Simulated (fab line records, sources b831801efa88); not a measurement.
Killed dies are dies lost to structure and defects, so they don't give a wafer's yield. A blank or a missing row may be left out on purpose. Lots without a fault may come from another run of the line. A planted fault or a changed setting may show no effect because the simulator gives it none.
Which tool did it? | flow sfq_line | 15 lots, 45 wafers sampled, at 6 steps of a route of 325

WHAT THE GAUGES READ, wafer by wafer
SFQ_L0_THK_MEAS_902: measures by xrf.
lot  | measured    | on            | L0_MONX_KI_THK (nm)
L351 | day 1 12:41 | film_metro-01 | 39.2 39.2 39.2
L354 | day 2 03:41 | film_metro-01 | 38.4 38.2 38.5
L355 | day 2 08:42 | film_metro-04 | 38.8 39.4 38.4
L356 | day 2 13:41 | film_metro-01 | 39.0 38.8 38.4
L357 | day 2 18:41 | film_metro-04 | 38.5 38.0 38.3
L358 | day 2 23:42 | film_metro-04 | 38.8 38.6 39.3
L360 | day 3 09:41 | film_metro-02 | 39.1 39.8 39.9
L361 | day 3 14:42 | film_metro-04 | 39.5 39.3 39.0
L364 | day 4 05:41 | film_metro-01 | 39.0 38.2 38.5
L366 | day 4 15:42 | film_metro-02 | 39.1 39.6 39.0
L367 | day 4 20:41 | film_metro-02 | 39.3 39.6 39.1
L368 | day 5 01:41 | film_metro-02 | 38.2 39.1 38.6
L370 | day 5 11:41 | film_metro-01 | 38.6 38.5 39.1
L372 | day 5 21:41 | film_metro-04 | 40.0 39.4 39.0
L373 | day 6 02:42 | film_metro-02 | 40.2 40.0 40.4

SFQ_M0_RS_MEAS_904: measures by four-point-probe.
lot  | measured     | on            | M0_NB_RS (ohm/sq)
L351 | day 5 16:40  | film_metro-03 | 0.919 0.889 0.886
L354 | day 6 07:31  | film_metro-02 | 0.896 0.876 0.893
L355 | day 6 11:08  | film_metro-03 | 0.878 0.876 0.883
L356 | day 6 19:29  | film_metro-02 | 0.875 0.872 0.877
L357 | day 7 00:23  | film_metro-03 | 0.905 0.888 0.886
L358 | day 7 05:14  | film_metro-03 | 0.898 0.882 0.900
L360 | day 7 14:49  | film_metro-02 | 0.860 0.856 0.858
L361 | day 8 01:51  | film_metro-03 | 0.889 0.883 0.892
L364 | day 8 18:19  | film_metro-02 | 0.891 0.874 0.872
L366 | day 9 06:20  | film_metro-01 | 2.169 0.894 0.892
L367 | day 9 13:30  | film_metro-02 | 2.141 0.884 0.885
L368 | day 9 19:29  | film_metro-02 | 2.219 0.896 0.900
L370 | day 10 08:31 | film_metro-01 | 0.881 0.909 0.903
L372 | day 10 19:18 | film_metro-01 | 0.867 0.877 0.882
L373 | day 10 20:32 | film_metro-02 | 0.907 0.887 0.876

SFQ_I0_OVL_MEAS_908.
lot  | measured     | on         | I0_OVL (nm)
L351 | day 10 11:54 | overlay-02 | -4 -8 -10
L354 | day 11 07:06 | overlay-01 | 1 -5 -5
L355 | day 12 09:29 | overlay-02 | -1 1 1
L356 | day 12 19:19 | overlay-02 | 1 4 -8
L357 | day 12 21:29 | overlay-01 | 2 7 1
L358 | day 13 03:44 | overlay-02 | -3 -1 -3
L360 | day 13 21:29 | overlay-01 | 2 0 -4
L361 | day 14 02:17 | overlay-02 | 5 0 -6
L364 | day 14 11:53 | overlay-02 | 7 8 9
L366 | day 15 06:59 | overlay-01 | 4 3 3
L367 | day 15 17:47 | overlay-01 | 1 3 -1
L368 | day 15 21:23 | overlay-01 | 7 5 9
L370 | day 16 11:47 | overlay-02 | 1 0 -4
L372 | day 17 02:56 | overlay-01 | 13 -4 2
L373 | day 17 07:44 | overlay-02 | -6 1 5

WHICH TOOL RAN EACH LOT (tool, then ch and the chambers of the sampled wafers, then the start)
lot  | SFQ_TRILAYER_L0_ETCH_METAL_ETCH_008 | SFQ_TRILAYER_M0_DEP_SPUTTER_019 | SFQ_TRILAYER_M0_ETCH_METAL_ETCH_024
L351 | rie_metal-04 ch 1, day 3 04:10      | pvd_sputter-05, day 5 16:35     | rie_metal-02 ch 0,1, day 8 09:05
L354 | rie_metal-03 ch 0,1, day 3 17:19    | pvd_sputter-05, day 6 07:25     | rie_metal-02 ch 0,1, day 9 02:58
L355 | rie_metal-04 ch 0,1, day 4 00:31    | pvd_sputter-05, day 6 11:00     | rie_metal-02 ch 0,1, day 9 10:13
L356 | rie_metal-01 ch 0,1, day 4 06:31    | pvd_sputter-05, day 6 19:24     | rie_metal-02 ch 0, day 9 19:46
L357 | rie_metal-01 ch 0,1, day 4 12:31    | pvd_sputter-06, day 7 00:18     | rie_metal-01 ch 0, day 10 00:22
L358 | rie_metal-03 ch 0,1, day 4 16:07    | pvd_sputter-06, day 7 05:06     | rie_metal-02 ch 0,1, day 10 05:13
L360 | rie_metal-04 ch 0,1, day 5 01:43    | pvd_sputter-04, day 7 14:43     | rie_metal-01 ch 0,1, day 10 15:58
L361 | rie_metal-04 ch 0,1, day 5 08:55    | pvd_sputter-05, day 8 01:43     | rie_metal-01 ch 0,1, day 11 02:49
L364 | rie_metal-04 ch 0,1, day 5 22:07    | pvd_sputter-05, day 8 18:12     | rie_metal-01 ch 0,1, day 11 19:34
L366 | rie_metal-01 ch 0,1, day 6 07:43    | pvd_sputter-05, day 9 06:12     | rie_metal-02 ch 0,1, day 12 08:22
L367 | rie_metal-04 ch 0, day 6 13:43      | pvd_sputter-05, day 9 13:24     | rie_metal-04 ch 0,1, day 12 17:55
L368 | rie_metal-01 ch 0,1, day 6 18:31    | pvd_sputter-05, day 9 19:24     | rie_metal-04 ch 0,1, day 12 23:55
L370 | rie_metal-04 ch 0,1, day 7 05:19    | pvd_sputter-06, day 10 08:24    | rie_metal-01 ch 0,1, day 13 14:19
L372 | rie_metal-03 ch 0,1, day 7 16:13    | pvd_sputter-04, day 10 19:12    | rie_metal-02 ch 0,1, day 14 02:19
L373 | rie_metal-01 ch 0, day 7 18:42      | pvd_sputter-06, day 10 20:24    | rie_metal-02 ch 0,1, day 14 06:04
- SFQ_TRILAYER_L0_ETCH_METAL_ETCH_008: etches MoNx KI in SF6/O2, stops on SiO2, target depth 50 nm, time 25 s.
- SFQ_TRILAYER_M0_DEP_SPUTTER_019: material Nb, target thk 200 nm, time 133.3 s.
- SFQ_TRILAYER_M0_ETCH_METAL_ETCH_024: etches Nb in Cl2/Ar, stops on SiO2, target depth 240 nm, time 120 s.

WHAT THE TOOLS THEMSELVES READ (means of the sampled wafers that have a number; where no wafer has one, the mark that the record gives instead)
SFQ_TRILAYER_L0_ETCH_METAL_ETCH_008.
lot  | tool         | chamber_pressure_mTorr (mTorr) | drypump_motor_current_A (A) | oes_product_au (a.u.)
L351 | rie_metal-04 | 9.997                          | 6.09                        | 0.880
L354 | rie_metal-03 | 10.006                         | 6.38                        | 0.866
L355 | rie_metal-04 | 10.002                         | 5.93                        | 0.872
L356 | rie_metal-01 | 9.998                          | 6.26                        | 0.868
L357 | rie_metal-01 | 10.002                         | 6.26                        | 0.864
L358 | rie_metal-03 | 10.009                         | 6.14                        | 0.871
L360 | rie_metal-04 | 10.000                         | 6.00                        | 0.880
L361 | rie_metal-04 | 9.993                          | 5.91                        | 0.873
L364 | rie_metal-04 | 10.003                         | 6.00                        | 0.867
L366 | rie_metal-01 | 10.002                         | 6.30                        | 0.875
L367 | rie_metal-04 | 10.003                         | 5.84                        | 0.870
L368 | rie_metal-01 | 9.996                          | 6.29                        | 0.863
L370 | rie_metal-04 | 9.993                          | 5.91                        | 0.869
L372 | rie_metal-03 | 9.996                          | 6.14                        | 0.878
L373 | rie_metal-01 | 9.992                          | 6.24                        | 0.882

SFQ_TRILAYER_M0_DEP_SPUTTER_019.
lot  | tool           | throttle_valve_pct (%)
L351 | pvd_sputter-05 | 29.9
L354 | pvd_sputter-05 | 29.7
L355 | pvd_sputter-05 | 29.5
L356 | pvd_sputter-05 | 29.8
L357 | pvd_sputter-06 | 29.6
L358 | pvd_sputter-06 | 29.5
L360 | pvd_sputter-04 | 30.2
L361 | pvd_sputter-05 | 30.2
L364 | pvd_sputter-05 | 29.7
L366 | pvd_sputter-05 | 30.0
L367 | pvd_sputter-05 | 30.0
L368 | pvd_sputter-05 | 29.8
L370 | pvd_sputter-06 | 29.6
L372 | pvd_sputter-04 | 29.5
L373 | pvd_sputter-06 | 29.1

SFQ_TRILAYER_M0_ETCH_METAL_ETCH_024.
lot  | tool         | chamber_pressure_mTorr (mTorr) | drypump_motor_current_A (A) | oes_product_au (a.u.)
L351 | rie_metal-02 | 10.001                         | 5.68                        | 0.890
L354 | rie_metal-02 | 9.993                          | 5.71                        | 0.893
L355 | rie_metal-02 | 9.997                          | 5.62                        | 0.897
L356 | rie_metal-02 | 9.999                          | 5.54                        | 0.906
L357 | rie_metal-01 | 10.007                         | 6.17                        | 0.897
L358 | rie_metal-02 | 10.004                         | 5.70                        | 0.891
L360 | rie_metal-01 | 9.997                          | 6.31                        | 0.915
L361 | rie_metal-01 | 10.004                         | 6.27                        | 0.898
L364 | rie_metal-01 | 9.992                          | 6.25                        | 0.899
L366 | rie_metal-02 | 9.998                          | 5.67                        | 0.795
L367 | rie_metal-04 | 9.992                          | 5.91                        | 0.798
L368 | rie_metal-04 | 10.006                         | 5.93                        | 0.791
L370 | rie_metal-01 | 9.997                          | 6.29                        | 0.891
L372 | rie_metal-02 | 9.996                          | 5.73                        | 0.901
L373 | rie_metal-02 | 10.001                         | 5.65                        | 0.894

THE ANSWER, worked out from the rows above alone
Rule: what is usual is taken from the lots themselves. Put in order of their means at a reading, lots are off if they are a third of the lots or fewer, leave a main group of 4 or more, and stand apart from it by a gap of 3 or more times the standard deviation of the main group's means; of several such gaps the widest counts. A main group whose means are all the same, to the digits that the tables above print for the reading, isn't used. A lot without any number at a reading at which 4 lots or more have one is off too. The other lots that the step has rows for count as sound. The gauges are gone through in route order, then the tools' own readings, and for those a lot's mean is taken as printed above. The first step at which some lot is off is used, and at that step the reading that is off furthest; a lot without a number counts as furthest.
Off: L366, L367, L368, at SFQ_M0_RS_MEAS_904 (M0_NB_RS). The main group: mean 0.885 ohm/sq, standard deviation 0.011.
A tool fits if, at a process step before that reading, it ran every lot that is off, and no sound lot after the first of them. The gauges at SFQ_M0_RS_MEAS_904 aren't tried: what is off there is off at SFQ_TRILAYER_M0_ETCH_METAL_ETCH_024 too, on other tools, and a gauge's error can't cause that. One fits: pvd_sputter-05 at SFQ_TRILAYER_M0_DEP_SPUTTER_019. Its last sound lot is L364 (day 8 18:12), its first lot that is off L366 (day 9 06:12): a fault that began between those two fits.

WHAT THE SIMULATOR HAD PUT IN
Process parameter drift: pvd_sputter-05, from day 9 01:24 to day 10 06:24, at SFQ_TRILAYER_M0_DEP_SPUTTER_019. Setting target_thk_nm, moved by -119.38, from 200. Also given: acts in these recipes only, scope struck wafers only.
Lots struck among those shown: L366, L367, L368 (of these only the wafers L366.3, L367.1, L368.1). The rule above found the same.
